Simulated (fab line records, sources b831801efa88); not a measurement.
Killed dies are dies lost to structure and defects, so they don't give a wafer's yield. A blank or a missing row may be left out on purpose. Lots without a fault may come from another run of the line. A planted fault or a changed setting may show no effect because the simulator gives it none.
Chamber matching | flow gf180mcu | GF_V5_CMP_04 on cmp-01: 4 sister chambers
The step polishes SiO2. 7 wafers are shown with their chamber, then 7 later ones without.

WAFERS WITH THEIR CHAMBER
wafer  | chamber | motor_current_A (A) | head_pressure_psi (psi)
L614.6 | 2       | 10.6                | 3.992
L617.4 | 3       | 10.2                | 4.003
L618.1 | 3       | 10.5                | 3.988
L618.2 | 0       | 12.2                | 3.996
L618.3 | 1       | 12.5                | 4.008
L619.1 | 0       | 12.3                | 3.996
L619.3 | 1       | 12.8                | 3.977

WAFERS WITHOUT THEIR CHAMBER
wafer  | motor_current_A (A) | head_pressure_psi (psi)
L619.5 | 11.7                | 4.014
L621.1 | 10.2                | 3.995
L621.3 | 11.4                | 3.989
L621.6 | 10.2                | 4.008
L623.3 | 11.9                | 4.000
L623.4 | 12.9                | 4.020
L623.6 | 12.7                | 4.000

WHICH CHAMBER EACH WENT THROUGH
wafer  | from the rows above          | in truth
L619.5 | 0                            | 0
L621.1 | can't be placed: 3 or 2      | 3
L621.3 | can't be placed: 2 or 0 or 3 | 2
L621.6 | can't be placed: 3 or 2      | 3
L623.3 | 0                            | 0
L623.4 | can't be placed: 1 or 0      | 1
L623.6 | can't be placed: 1 or 0      | 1
Placed correctly: 2 of 7. Can't be placed from these rows: 5 (the true chamber is among the candidates in 5). Placed wrongly: 0.
How it was worked out, from the rows above alone: a wafer's distance from a chamber is the root of the sum, over the readings, of the square of ((its reading less the chamber's mean) divided by the reading's scatter). The wafer belongs to the nearest chamber; if the next one is less than 2 further off, it can't be placed. A chamber's mean is the mean of its shown wafers. The scatter: the root of (the sum of the squares of (reading less its chamber's mean) over the shown wafers, divided by (wafers less chambers)).
